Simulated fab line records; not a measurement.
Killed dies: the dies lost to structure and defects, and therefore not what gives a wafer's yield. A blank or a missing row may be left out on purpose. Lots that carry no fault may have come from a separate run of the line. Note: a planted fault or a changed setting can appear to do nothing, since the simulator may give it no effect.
Which of the tools did it?	flow gf180mcu	Sampling: 13 lots, 39 wafers, 4 of 602 route steps

== WHAT EACH GAUGE READ, for each wafer ==
GF_HV_LDD_OVL_MEAS_08. Usual: HV_LDD_OVL gives 0.2 nm (standard deviation 1.5).
lot	measured	on	HV_LDD_OVL (nm)	flag
L351	day 10 18:34	overlay-01	-0.4 0.3 1.0	
L352	day 11 02:39	overlay-01	3.5 3.6 3.2	
L357	day 12 12:08	overlay-02	-0.2 -2.0 -0.2	
L358	day 12 21:52	overlay-01	-1.1 -2.5 0.4	
L363	day 14 09:34	overlay-01	2.4 0.8 1.4	
L365	day 15 03:56	overlay-01	0.7 0.5 -1.7	
L367	day 15 16:13	overlay-02	-0.6 -1.1 0.1	
L368	day 16 02:58	overlay-02	0.2 0.8 -0.2	
L369	day 16 07:19	overlay-02	-0.3 0.9 0.4	
L370	day 16 12:36	overlay-02	2.5 0.8 1.7	
L371	day 16 18:57	overlay-01	0.7 1.0 -0.1	
L372	day 17 03:52	overlay-02	1.3 3.4 2.7	
L373	day 17 13:19	overlay-02	-2.5 -1.1 -0.8	

GF_HV_LDD_TW_MEAS_50. Usual: HV_LDD_4_TW gives 567 (standard deviation 4.9).
lot	measured	on	HV_LDD_4_TW	flag
L351	day 13 07:01	filmMetro-02	558 559 560	
L352	day 13 15:39	filmMetro-02	558 561 561	
L357	day 15 04:43	filmMetro-04	543 542 543	OFF
L358	day 15 15:27	filmMetro-04	544 544 549	OFF
L363	day 17 08:02	filmMetro-04	575 575 575	
L365	day 18 02:48	filmMetro-02	561 559 560	
L367	day 18 15:47	filmMetro-03	566 567 566	
L368	day 19 03:05	filmMetro-02	570 568 564	
L369	day 19 10:09	filmMetro-04	573 571 570	
L370	day 19 14:30	filmMetro-04	572 574 571	
L371	day 19 22:26	filmMetro-02	569 568 570	
L372	day 20 06:00	filmMetro-02	562 561 563	
L373	day 20 15:54	filmMetro-03	567 567 569	

== WHAT TOOL EACH LOT RAN ON (gives the tool, then ch and the chambers of the sampled wafers, and finally the start) ==
lot	GF_HV_LDD_IMPLANT_48	GF_HV_LDD_STRIP_49
L351	implanter-03 ch 0, day 13 06:46	plasmaAsher-03 ch 0,1, day 13 06:55
L352	implanter-01 ch 0, day 13 15:24	plasmaAsher-03 ch 0,1, day 13 15:33
L357	implanter-03 ch 0, day 15 04:29	plasmaAsher-02 ch 0,1, day 15 04:36
L358	implanter-03 ch 0, day 15 15:12	plasmaAsher-03 ch 0,1, day 15 15:21
L363	implanter-01 ch 0, day 17 07:47	plasmaAsher-02 ch 0,1, day 17 07:56
L365	implanter-03 ch 0, day 18 02:34	plasmaAsher-03 ch 0,1, day 18 02:41
L367	implanter-02 ch 0, day 18 15:32	plasmaAsher-02 ch 0,1, day 18 15:41
L368	implanter-02 ch 0, day 19 02:50	plasmaAsher-01 ch 0,1, day 19 02:59
L369	implanter-01 ch 0, day 19 09:55	plasmaAsher-03 ch 0,1, day 19 10:02
L370	implanter-01 ch 0, day 19 14:15	plasmaAsher-03 ch 0,1, day 19 14:24
L371	implanter-01 ch 0, day 19 22:11	plasmaAsher-01 ch 0,1, day 19 22:20
L372	implanter-01 ch 0, day 20 05:45	plasmaAsher-02 ch 0,1, day 20 05:54
L373	implanter-02 ch 0, day 20 15:39	plasmaAsher-01 ch 0,1, day 20 15:48
- GF_HV_LDD_IMPLANT_48
- GF_HV_LDD_STRIP_49: strips in O2/N2.

== AS READ BY THE TOOLS THEMSELVES (means over the sampled wafers that have a number; for cases with no such wafer, the mark the record gives instead) ==
GF_HV_LDD_IMPLANT_48. Usual: beamEnergyKeV reads 24.999 (standard deviation 0.0078).
lot	tool	beamEnergyKeV	flag
L351	implanter-03	25.004	
L352	implanter-01	24.998	
L357	implanter-03	19.776	OFF
L358	implanter-03	19.778	OFF
L363	implanter-01	24.995	
L365	implanter-03	24.999	
L367	implanter-02	24.989	
L368	implanter-02	25.011	
L369	implanter-01	24.994	
L370	implanter-01	25.009	
L371	implanter-01	25.005	
L372	implanter-01	25.001	
L373	implanter-02	25.003	

GF_HV_LDD_STRIP_49. Usual: drypumpMotorCurrentA 5.9 A, standard deviation 0.4; heaterPowerW 311 W, standard deviation 40; oesProductAu 0.716 a.u., standard deviation 0.0045; stripTimeToEndpointS 12.617 s, standard deviation 0.029.
lot	tool	drypumpMotorCurrentA (A)	heaterPowerW (W)	oesProductAu (a.u.)	stripTimeToEndpointS (s)	flag
L351	plasmaAsher-03	5.9	294	0.712	12.588	
L352	plasmaAsher-03	5.7	284	0.718	12.631	
L357	plasmaAsher-02	6.2	335	0.715	12.625	
L358	plasmaAsher-03	5.8	283	0.716	12.585	
L363	plasmaAsher-02	6.2	334	0.717	12.623	
L365	plasmaAsher-03	5.7	290	0.718	12.592	
L367	plasmaAsher-02	6.2	332	0.716	12.638	
L368	plasmaAsher-01	5.5	285	0.714	12.591	
L369	plasmaAsher-03	5.9	295	0.714	12.643	
L370	plasmaAsher-03	5.7	289	0.715	12.662	
L371	plasmaAsher-01	5.3	301	0.716	12.598	
L372	plasmaAsher-02	6.4	360	0.717	12.631	
L373	plasmaAsher-01	5.4	284	0.715	12.637	

== THE ANSWER, worked out from the rows above alone ==
Rule: take the mean of a lot's wafers that have a number; if it is more than 3 standard deviations from the usual mean, the lot is off. A lot without any number at a reading at which 4 lots or more have one is off too. Any other lot the step has rows for is counted as sound. After the gauges, taken in route order, come the tools' own readings; for these a lot's mean is taken, as printed above. The first step at which some lot is off is used, and at that step the reading that is off furthest; a lot without a number counts as furthest.
Off: L357, L358, at GF_HV_LDD_TW_MEAS_50 (HV_LDD_4_TW).
A tool fits if, at a process step before that reading, it ran every lot that is off, and no sound lot after the first of them. Not tried: the gauges at GF_HV_LDD_TW_MEAS_50; whatever is off there is also off at GF_HV_LDD_IMPLANT_48, on other tools, and gauge error can't account for it. Of those tried, none fits.

== WHAT HAD BEEN PUT IN BY THE SIMULATOR ==
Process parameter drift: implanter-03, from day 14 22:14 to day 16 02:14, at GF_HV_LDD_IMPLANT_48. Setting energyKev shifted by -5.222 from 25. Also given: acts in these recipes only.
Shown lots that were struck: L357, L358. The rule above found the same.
